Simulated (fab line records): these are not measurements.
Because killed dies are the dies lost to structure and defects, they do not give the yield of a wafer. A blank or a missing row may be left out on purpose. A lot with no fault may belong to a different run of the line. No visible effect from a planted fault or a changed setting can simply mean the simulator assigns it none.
What tool caused it? + flow gf180mcu + 24 lots with 72 wafers sampled at 4 steps, on a route of 602 steps

WHAT THE GAUGES SHOWED, per wafer
GF_V1_THK_MEAS_01. Usual: V1_CVD_00_THK gives 598 nm (standard deviation 6).
| lot  | measured     | on           | V1_CVD_00_THK (nm) | flag |
|------|--------------|--------------|--------------------|------|
| L074 | day 17 08:14 | filmMetro-02 | 600 593 589        |      |
| L075 | day 17 11:17 | filmMetro-02 | 600 597 602        |      |
| L076 | day 18 03:03 | filmMetro-01 | 591 593 589        |      |
| L077 | day 18 07:24 | filmMetro-03 | 594 592 593        |      |
| L078 | day 18 17:58 | filmMetro-01 | 599 596 593        |      |
| L079 | day 19 05:33 | filmMetro-03 | 601 596 601        |      |
| L080 | day 19 13:26 | filmMetro-02 | 602 591 588        |      |
| L081 | day 20 00:16 | filmMetro-01 | 582 602 594        |      |
| L082 | day 20 09:55 | filmMetro-03 | 594 594 604        |      |
| L083 | day 20 14:44 | filmMetro-01 | 593 596 602        |      |
| L084 | day 21 05:15 | filmMetro-01 | 606 605 596        |      |
| L085 | day 21 10:01 | filmMetro-03 | 601 592 591        |      |
| L086 | day 21 20:04 | filmMetro-01 | 601 609 609        |      |
| L087 | day 22 02:07 | filmMetro-01 | 594 606 605        |      |
| L088 | day 22 09:59 | filmMetro-02 | 604 600 605        |      |
| L089 | day 22 20:23 | filmMetro-01 | 610 604 597        |      |
| L090 | day 23 01:58 | filmMetro-02 | 596 606 596        |      |
| L091 | day 23 08:33 | filmMetro-01 | 593 591 599        |      |
| L092 | day 23 19:45 | filmMetro-03 | 598 595 597        |      |
| L093 | day 24 01:23 | filmMetro-01 | 599 589 601        |      |
| L094 | day 24 10:11 | filmMetro-01 | 597 600 595        |      |
| L095 | day 24 16:43 | filmMetro-02 | 597 603 598        |      |
| L096 | day 25 02:28 | filmMetro-02 | 603 605 598        |      |
| L097 | day 25 07:04 | filmMetro-01 | 600 604 602        |      |

GF_V1_RS_MEAS_24: the measuring method here is four-point-probe. Usual: V1_W_RS gives 0.330 ohm/sq (standard deviation 0.003).
| lot  | measured     | on           | V1_W_RS (ohm/sq)  | flag |
|------|--------------|--------------|-------------------|------|
| L074 | day 18 08:31 | filmMetro-02 | 0.327 0.335 0.329 |      |
| L075 | day 18 12:19 | filmMetro-01 | 0.327 0.330 0.328 |      |
| L076 | day 19 05:04 | filmMetro-02 | 0.328 0.326 0.329 |      |
| L077 | day 19 09:15 | filmMetro-03 | 0.327 0.329 0.327 |      |
| L078 | day 19 20:10 | filmMetro-03 | 0.325 0.332 0.324 |      |
| L079 | day 20 07:43 | filmMetro-01 | 0.330 0.332 0.324 |      |
| L080 | day 20 15:18 | filmMetro-01 | 0.330 0.329 0.331 |      |
| L081 | day 21 02:15 | filmMetro-02 | 0.329 0.332 0.334 |      |
| L082 | day 21 11:50 | filmMetro-03 | 0.336 0.334 0.331 |      |
| L083 | day 21 17:03 | filmMetro-03 | 0.334 0.333 0.331 |      |
| L084 | day 22 06:52 | filmMetro-01 | 0.326 0.328 0.328 |      |
| L085 | day 22 11:02 | filmMetro-01 | 0.335 0.332 0.331 |      |
| L086 | day 22 21:05 | filmMetro-01 | 0.327 0.335 0.328 |      |
| L087 | day 23 03:28 | filmMetro-02 | 0.332 0.332 0.333 |      |
| L088 | day 23 10:34 | filmMetro-02 | 0.330 0.331 0.332 |      |
| L089 | day 23 20:49 | filmMetro-01 | 0.330 0.332 0.329 |      |
| L090 | day 24 02:19 | filmMetro-01 | 0.327 0.327 0.326 |      |
| L091 | day 24 09:22 | filmMetro-01 | 0.332 0.328 0.331 |      |
| L092 | day 24 19:32 | filmMetro-02 | 0.331 0.330 0.328 |      |
| L093 | day 25 01:22 | filmMetro-03 | 0.331 0.331 0.329 |      |
| L094 | day 25 09:32 | filmMetro-01 | 0.330 0.329 0.324 |      |
| L095 | day 25 16:05 | filmMetro-01 | 0.332 0.332 0.329 |      |
| L096 | day 26 01:33 | filmMetro-03 | 0.324 0.326 0.325 |      |
| L097 | day 26 05:23 | filmMetro-01 | 0.328 0.329 0.328 |      |

EACH LOT AND THE TOOL THAT RAN IT (in order: tool; ch and the chambers of the sampled wafers; start)
| lot  | GF_V1_CMP_04                  | GF_V1_CVD_23                 |
|------|-------------------------------|------------------------------|
| L074 | cmp-01 ch 0,1, day 17 08:27   | cvdW-02 ch 0,1, day 18 08:25 |
| L075 | cmp-02 ch 0,3, day 17 11:28   | cvdW-02 ch 1, day 18 12:11   |
| L076 | cmp-01 ch 1,2,3, day 18 03:22 | cvdW-02 ch 0,1, day 19 04:55 |
| L077 | cmp-01 ch 0,3, day 18 07:34   | cvdW-01 ch 0,1, day 19 09:08 |
| L078 | cmp-02 ch 0,3, day 18 18:09   | cvdW-01 ch 0,1, day 19 20:03 |
| L079 | cmp-02 ch 0,2,3, day 19 05:44 | cvdW-01 ch 0,1, day 20 07:35 |
| L080 | cmp-02 ch 0,2,3, day 19 13:38 | cvdW-01 ch 0,1, day 20 15:11 |
| L081 | cmp-02 ch 1,3, day 20 00:29   | cvdW-01 ch 0, day 21 02:07   |
| L082 | cmp-01 ch 2,3, day 20 10:08   | cvdW-01 ch 0,1, day 21 11:43 |
| L083 | cmp-02 ch 0,1,2, day 20 15:13 | cvdW-01 ch 1, day 21 16:56   |
| L084 | cmp-01 ch 0,2,3, day 21 05:26 | cvdW-02 ch 0,1, day 22 06:46 |
| L085 | cmp-01 ch 0,2,3, day 21 10:11 | cvdW-02 ch 0,1, day 22 10:55 |
| L086 | cmp-01 ch 0,1,3, day 21 20:22 | cvdW-02 ch 0,1, day 22 20:59 |
| L087 | cmp-02 ch 0,2,3, day 22 02:19 | cvdW-02 ch 0,1, day 23 03:21 |
| L088 | cmp-02 ch 0,1,3, day 22 10:13 | cvdW-01 ch 0, day 23 10:26   |
| L089 | cmp-01 ch 0,1,3, day 22 20:36 | cvdW-02 ch 0,1, day 23 20:43 |
| L090 | cmp-01 ch 0,3, day 23 02:08   | cvdW-01 ch 0,1, day 24 02:13 |
| L091 | cmp-01 ch 0,1,3, day 23 08:47 | cvdW-01 ch 0,1, day 24 09:14 |
| L092 | cmp-01 ch 0,1, day 23 19:56   | cvdW-01 ch 0,1, day 24 19:25 |
| L093 | cmp-01 ch 1,2, day 24 01:38   | cvdW-01 ch 0,1, day 25 01:15 |
| L094 | cmp-02 ch 2,3, day 24 10:23   | cvdW-01 ch 0,1, day 25 09:25 |
| L095 | cmp-01 ch 0,2,3, day 24 16:54 | cvdW-01 ch 0,1, day 25 15:58 |
| L096 | cmp-02 ch 0,3, day 25 02:40   | cvdW-02 ch 1, day 26 01:26   |
| L097 | cmp-01 ch 0,2,3, day 25 07:23 | cvdW-01 ch 1, day 26 05:11   |
- GF_V1_CMP_04: polishes SiO2.
- GF_V1_CVD_23: deposits W, target thk 350 nm, time 105.05 s.

AS READ BY THE TOOLS THEMSELVES (means over the sampled wafers that have a number; for cases with no such wafer, the mark the record gives instead)
GF_V1_CMP_04. Usual: headPressurePsi 4.000 psi, standard deviation 0.0088; motorCurrentA 12.1 A, standard deviation 0.92; timeToEndpointS 79 s, standard deviation 4.7.
| lot  | tool   | headPressurePsi (psi) | motorCurrentA (A) | timeToEndpointS (s) | flag |
|------|--------|-----------------------|-------------------|---------------------|------|
| L074 | cmp-01 | 3.999                 | 11.2              | 77                  |      |
| L075 | cmp-02 | 3.997                 | 13.2              | 81                  |      |
| L076 | cmp-01 | 3.999                 | 11.3              | 78                  |      |
| L077 | cmp-01 | 4.001                 | 12.6              | 80                  |      |
| L078 | cmp-02 | 4.003                 | 12.7              | 76                  |      |
| L079 | cmp-02 | 3.999                 | 12.9              | 78                  |      |
| L080 | cmp-02 | 3.994                 | 13.0              | 78                  |      |
| L081 | cmp-02 | 3.993                 | 12.0              | 78                  |      |
| L082 | cmp-01 | 3.990                 | 12.0              | 81                  |      |
| L083 | cmp-02 | 4.002                 | 12.5              | 81                  |      |
| L084 | cmp-01 | 3.999                 | 11.8              | 75                  |      |
| L085 | cmp-01 | 4.006                 | 12.0              | 81                  |      |
| L086 | cmp-01 | 4.003                 | 11.7              | 73                  |      |
| L087 | cmp-02 | 4.002                 | 12.8              | 72                  |      |
| L088 | cmp-02 | 3.998                 | 12.6              | 77                  |      |
| L089 | cmp-01 | 3.995                 | 11.9              | 80                  |      |
| L090 | cmp-01 | 4.002                 | 12.5              | 76                  |      |
| L091 | cmp-01 | 3.999                 | 11.8              | 83                  |      |
| L092 | cmp-01 | 4.001                 | 12.4              | 81                  |      |
| L093 | cmp-01 | 4.000                 | 11.7              | 83                  |      |
| L094 | cmp-02 | 4.002                 | 12.5              | 80                  |      |
| L095 | cmp-01 | 4.007                 | 12.0              | 86                  |      |
| L096 | cmp-02 | 4.000                 | 12.7              | 83                  |      |
| L097 | cmp-01 | 4.001                 | 12.0              | 80                  |      |

GF_V1_CVD_23. Usual: heaterPowerW 855 W, standard deviation 120.
| lot  | tool    | heaterPowerW (W) | flag |
|------|---------|------------------|------|
| L074 | cvdW-02 | 938              |      |
| L075 | cvdW-02 | 884              |      |
| L076 | cvdW-02 | 934              |      |
| L077 | cvdW-01 | 823              |      |
| L078 | cvdW-01 | 820              |      |
| L079 | cvdW-01 | 757              |      |
| L080 | cvdW-01 | 813              |      |
| L081 | cvdW-01 | 681              |      |
| L082 | cvdW-01 | 740              |      |
| L083 | cvdW-01 | 873              |      |
| L084 | cvdW-02 | 988              |      |
| L085 | cvdW-02 | 997              |      |
| L086 | cvdW-02 | 945              |      |
| L087 | cvdW-02 | 942              |      |
| L088 | cvdW-01 | 680              |      |
| L089 | cvdW-02 | 932              |      |
| L090 | cvdW-01 | 746              |      |
| L091 | cvdW-01 | 760              |      |
| L092 | cvdW-01 | 740              |      |
| L093 | cvdW-01 | 802              |      |
| L094 | cvdW-01 | 749              |      |
| L095 | cvdW-01 | 818              |      |
| L096 | cvdW-02 | 905              |      |
| L097 | cvdW-01 | 897              |      |

THE ANSWER, worked out from the rows above alone
Rule: a lot counts as off when the mean over its wafers that have a number is more than 3 standard deviations away from the usual mean. Also off: a lot with no number at a reading for which 4 or more lots have one. Where the step has rows for the other lots, those lots are counted as sound. After the gauges, taken in route order, come the tools' own readings; for these a lot's mean is taken, as printed above. The first step at which some lot is off is used, and at that step the reading that is off furthest; a lot without a number counts as furthest.
No lot is off on any of the readings shown, so nothing can be concluded from this.

WHAT THE SIMULATOR HAD PUT IN
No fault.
